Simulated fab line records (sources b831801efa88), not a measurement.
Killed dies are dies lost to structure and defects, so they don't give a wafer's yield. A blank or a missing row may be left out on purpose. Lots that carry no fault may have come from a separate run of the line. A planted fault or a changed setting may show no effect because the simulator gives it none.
Which tool was responsible? :: flow sky130 :: 12 lots with 36 wafers sampled at 6 steps, on a route of 708 steps

## WHAT THE GAUGES READ, wafer by wafer
SKY_FIELD_ISO_CD_MEAS_13: target cd 150 nm.
lot: L400
measured: day 2 09:05
on: cdSem-02
cdNm (nm): 148.5 148.0 149.2

lot: L402
measured: day 2 20:32
on: cdSem-01
cdNm (nm): 151.3 150.1 150.5

lot: L403
measured: day 3 00:32
on: cdSem-02
cdNm (nm): 147.8 148.4 150.5

lot: L406
measured: day 3 17:43
on: cdSem-02
cdNm (nm): 147.3 148.5 147.5

lot: L407
measured: day 4 03:17
on: cdSem-02
cdNm (nm): 150.3 149.8 149.6

lot: L412
measured: day 5 00:31
on: cdSem-01
cdNm (nm): 150.3 149.3 150.5

lot: L413
measured: day 5 05:26
on: cdSem-02
cdNm (nm): 150.3 152.0 151.0

lot: L415
measured: day 5 17:25
on: cdSem-01
cdNm (nm): 151.2 151.8 149.5

lot: L417
measured: day 6 02:55
on: cdSem-01
cdNm (nm): 150.3 149.5 150.8

lot: L418
measured: day 6 07:56
on: cdSem-02
cdNm (nm): 149.2 150.1 149.7

lot: L419
measured: day 6 13:19
on: cdSem-01
cdNm (nm): 150.3 150.3 150.6

lot: L420
measured: day 6 17:40
on: cdSem-02
cdNm (nm): 151.5 150.0 149.9

SKY_PWDE_TW_MEAS_10.
lot: L400
measured: day 3 23:31
on: filmMetro-03
PWDE_TW: 373 373 374

lot: L402
measured: day 5 04:54
on: filmMetro-03
PWDE_TW: 465 464 461 464 465 461

lot: L403
measured: day 5 05:22
on: filmMetro-01
PWDE_TW: 384 383 382

lot: L406
measured: day 5 13:15
on: filmMetro-02
PWDE_TW: 375 375 374

lot: L407
measured: day 5 19:16
on: filmMetro-02
PWDE_TW: 373 374 374

lot: L412
measured: day 6 21:01
on: filmMetro-03
PWDE_TW: 466 466 465 466 467 467

lot: L413
measured: day 7 04:38
on: filmMetro-03
PWDE_TW: 461 464 466 464 465 466

lot: L415
measured: day 7 14:55
on: filmMetro-03
PWDE_TW: 377 377 376

lot: L417
measured: day 8 00:06
on: filmMetro-01
PWDE_TW: 384 384 382

lot: L418
measured: day 8 08:34
on: filmMetro-01
PWDE_TW: 385 385 385

lot: L419
measured: day 8 12:28
on: filmMetro-01
PWDE_TW: 382 380 384

lot: L420
measured: day 8 17:46
on: filmMetro-02
PWDE_TW: 374 373 373

SKY_NWELL_RS_MEAS_31: the measuring method here is four-point-probe.
lot: L400
measured: day 5 11:16
on: filmMetro-02
PWDE_RS (ohm/sq): 5306 5286 5301

lot: L402
measured: day 6 17:58
on: filmMetro-02
PWDE_RS (ohm/sq): 3136 3127 3136 3134 3127 3135

lot: L403
measured: day 6 18:56
on: filmMetro-03
PWDE_RS (ohm/sq): 5289 5277 5282

lot: L406
measured: day 7 03:51
on: filmMetro-02
PWDE_RS (ohm/sq): 5311 5313 5295

lot: L407
measured: day 7 10:52
on: filmMetro-02
PWDE_RS (ohm/sq): 5313 5303 5282

lot: L412
measured: day 8 13:14
on: filmMetro-03
PWDE_RS (ohm/sq): 3114 3105 3106 3112 3108 3104

lot: L413
measured: day 8 23:10
on: filmMetro-03
PWDE_RS (ohm/sq): 3116 3127 3121 3116 3116 3118

lot: L415
measured: day 9 08:19
on: filmMetro-02
PWDE_RS (ohm/sq): 5274 5287 5270

lot: L417
measured: day 9 18:56
on: filmMetro-02
PWDE_RS (ohm/sq): 5275 5263 5271

lot: L418
measured: day 10 03:55
on: filmMetro-02
PWDE_RS (ohm/sq): 5260 5272 5267

lot: L419
measured: day 10 08:52
on: filmMetro-02
PWDE_RS (ohm/sq): 5300 5286 5276

lot: L420
measured: day 10 14:41
on: filmMetro-03
PWDE_RS (ohm/sq): 5284 5299 5272

## WHICH TOOL RAN EACH LOT (tool, then ch and the chambers of the sampled wafers, then the start)
lot: L400
SKY_FIELD_ISO_ETCH_17: rieSi-02 ch 1,2,3, day 2 09:23
SKY_FIELD_ISO_CMP_27: cmp-02 ch 0,1,3, day 2 13:32
SKY_PWDE_IMPLANT_08: implanter-02 ch 0, day 3 23:17

lot: L402
SKY_FIELD_ISO_ETCH_17: rieSi-01 ch 0,1,2, day 2 20:50
SKY_FIELD_ISO_CMP_27: cmp-01 ch 0,2,3, day 3 11:43
SKY_PWDE_IMPLANT_08: implanter-03 ch 0, day 5 04:17

lot: L403
SKY_FIELD_ISO_ETCH_17: rieSi-01 ch 0,1,2, day 3 00:49
SKY_FIELD_ISO_CMP_27: cmp-01 ch 0,3, day 3 12:04
SKY_PWDE_IMPLANT_08: implanter-03 ch 0, day 5 05:09

lot: L406
SKY_FIELD_ISO_ETCH_17: rieSi-02 ch 1,2,3, day 3 18:02
SKY_FIELD_ISO_CMP_27: cmp-01 ch 0,1,2, day 3 23:35
SKY_PWDE_IMPLANT_08: implanter-02 ch 0, day 5 13:00

lot: L407
SKY_FIELD_ISO_ETCH_17: rieSi-02 ch 1,3, day 4 03:35
SKY_FIELD_ISO_CMP_27: cmp-01 ch 0,3, day 4 06:50
SKY_PWDE_IMPLANT_08: implanter-01 ch 0, day 5 19:02

lot: L412
SKY_FIELD_ISO_ETCH_17: rieSi-02 ch 0,2, day 5 00:49
SKY_FIELD_ISO_CMP_27: cmp-02 ch 0,3, day 5 04:55
SKY_PWDE_IMPLANT_08: implanter-03 ch 0, day 6 20:28

lot: L413
SKY_FIELD_ISO_ETCH_17: rieSi-01 ch 1,2, day 5 05:44
SKY_FIELD_ISO_CMP_27: cmp-02 ch 1,2, day 5 12:21
SKY_PWDE_IMPLANT_08: implanter-03 ch 0, day 7 04:05

lot: L415
SKY_FIELD_ISO_ETCH_17: rieSi-01 ch 1,2,3, day 5 17:44
SKY_FIELD_ISO_CMP_27: cmp-01 ch 0,1,3, day 5 21:38
SKY_PWDE_IMPLANT_08: implanter-03 ch 0, day 7 14:40

lot: L417
SKY_FIELD_ISO_ETCH_17: rieSi-02 ch 1,3, day 6 03:14
SKY_FIELD_ISO_CMP_27: cmp-01 ch 0,2,3, day 6 06:31
SKY_PWDE_IMPLANT_08: implanter-01 ch 0, day 7 23:51

lot: L418
SKY_FIELD_ISO_ETCH_17: rieSi-01 ch 2,3, day 6 08:13
SKY_FIELD_ISO_CMP_27: cmp-01 ch 1,3, day 6 13:11
SKY_PWDE_IMPLANT_08: implanter-02 ch 0, day 8 08:21

lot: L419
SKY_FIELD_ISO_ETCH_17: rieSi-02 ch 0,3, day 6 13:35
SKY_FIELD_ISO_CMP_27: cmp-01 ch 0,2,3, day 6 18:29
SKY_PWDE_IMPLANT_08: implanter-01 ch 0, day 8 12:15

lot: L420
SKY_FIELD_ISO_ETCH_17: rieSi-01 ch 0,2,3, day 6 17:59
SKY_FIELD_ISO_CMP_27: cmp-01 ch 1,2, day 6 23:08
SKY_PWDE_IMPLANT_08: implanter-02 ch 0, day 8 17:30
- SKY_FIELD_ISO_ETCH_17: etches Si in HBr/Cl2/O2, target depth 342 nm, time 97.7 s.
- SKY_FIELD_ISO_CMP_27: polishes, stops on Si3N4, t overpolish 16 s, target thk 457.8 nm.
- SKY_PWDE_IMPLANT_08

## WHAT THE TOOLS THEMSELVES READ (means of the sampled wafers that have a number; where no wafer has one, the mark that the record gives instead)
SKY_FIELD_ISO_ETCH_17.
lot: L400
tool: rieSi-02
drypumpMotorCurrentA (A): 5.3
oesProductAu (a.u.): 0.996
throttleValvePct (%): 25.647

lot: L402
tool: rieSi-01
drypumpMotorCurrentA (A): 5.6
oesProductAu (a.u.): 1.002
throttleValvePct (%): 25.652

lot: L403
tool: rieSi-01
drypumpMotorCurrentA (A): 5.6
oesProductAu (a.u.): 0.999
throttleValvePct (%): 25.656

lot: L406
tool: rieSi-02
drypumpMotorCurrentA (A): 5.3
oesProductAu (a.u.): 1.006
throttleValvePct (%): 25.648

lot: L407
tool: rieSi-02
drypumpMotorCurrentA (A): 5.3
oesProductAu (a.u.): 0.990
throttleValvePct (%): 25.655

lot: L412
tool: rieSi-02
drypumpMotorCurrentA (A): 5.6
oesProductAu (a.u.): 0.993
throttleValvePct (%): 25.657

lot: L413
tool: rieSi-01
drypumpMotorCurrentA (A): 5.2
oesProductAu (a.u.): 1.004
throttleValvePct (%): 25.655

lot: L415
tool: rieSi-01
drypumpMotorCurrentA (A): 5.5
oesProductAu (a.u.): 1.005
throttleValvePct (%): 25.644

lot: L417
tool: rieSi-02
drypumpMotorCurrentA (A): 5.2
oesProductAu (a.u.): 1.005
throttleValvePct (%): 25.646

lot: L418
tool: rieSi-01
drypumpMotorCurrentA (A): 5.8
oesProductAu (a.u.): 0.994
throttleValvePct (%): 25.657

lot: L419
tool: rieSi-02
drypumpMotorCurrentA (A): 5.8
oesProductAu (a.u.): 0.994
throttleValvePct (%): 25.666

lot: L420
tool: rieSi-01
drypumpMotorCurrentA (A): 5.9
oesProductAu (a.u.): 1.012
throttleValvePct (%): 25.652

SKY_FIELD_ISO_CMP_27.
lot: L400
tool: cmp-02
motorCurrentA (A): 12.2
overpolishRunS (s): 16.009
timeToEndpointS (s): 120

lot: L402
tool: cmp-01
motorCurrentA (A): 11.3
overpolishRunS (s): 16.001
timeToEndpointS (s): 113

lot: L403
tool: cmp-01
motorCurrentA (A): 11.7
overpolishRunS (s): 15.996
timeToEndpointS (s): 117

lot: L406
tool: cmp-01
motorCurrentA (A): 11.7
overpolishRunS (s): 15.994
timeToEndpointS (s): 115

lot: L407
tool: cmp-01
motorCurrentA (A): 11.6
overpolishRunS (s): 15.998
timeToEndpointS (s): 116

lot: L412
tool: cmp-02
motorCurrentA (A): 12.6
overpolishRunS (s): 15.996
timeToEndpointS (s): 119

lot: L413
tool: cmp-02
motorCurrentA (A): 12.4
overpolishRunS (s): 16.011
timeToEndpointS (s): 115

lot: L415
tool: cmp-01
motorCurrentA (A): 12.2
overpolishRunS (s): 16.005
timeToEndpointS (s): 113

lot: L417
tool: cmp-01
motorCurrentA (A): 11.1
overpolishRunS (s): 15.991
timeToEndpointS (s): 113

lot: L418
tool: cmp-01
motorCurrentA (A): 12.5
overpolishRunS (s): 16.000
timeToEndpointS (s): 109

lot: L419
tool: cmp-01
motorCurrentA (A): 11.6
overpolishRunS (s): 15.993
timeToEndpointS (s): 111

lot: L420
tool: cmp-01
motorCurrentA (A): 11.7
overpolishRunS (s): 15.996
timeToEndpointS (s): 115

## THE ANSWER, worked out from the rows above alone
Rule: the lots themselves supply what counts as usual. Put in order of their means at a reading, lots are off if they are a third of the lots or fewer, leave a main group of 4 or more, and stand apart from it by a gap of 3 or more times the standard deviation of the main group's means; of several such gaps the widest counts. The tables above print the reading to a certain number of digits; a main group whose means all agree to those digits is not used. Also off: a lot with no number at a reading for which 4 or more lots have one. All remaining lots with rows at the step are treated as sound. After the gauges, taken in route order, come the tools' own readings; for these a lot's mean is taken, as printed above. At the first step where some lot is off, the reading lying furthest off is the one used; lots without a number count as furthest.
Off: at SKY_PWDE_TW_MEAS_10 (PWDE_TW), L402, L412, L413. The main group: mean 378, standard deviation 4.6.
A tool fits if, at a process step before that reading, it ran every lot that is off, and no sound lot after the first of them. Gauges at SKY_PWDE_TW_MEAS_10: tried the same way as those tools. None of those tried fits.

## WHAT HAD BEEN PUT IN BY THE SIMULATOR
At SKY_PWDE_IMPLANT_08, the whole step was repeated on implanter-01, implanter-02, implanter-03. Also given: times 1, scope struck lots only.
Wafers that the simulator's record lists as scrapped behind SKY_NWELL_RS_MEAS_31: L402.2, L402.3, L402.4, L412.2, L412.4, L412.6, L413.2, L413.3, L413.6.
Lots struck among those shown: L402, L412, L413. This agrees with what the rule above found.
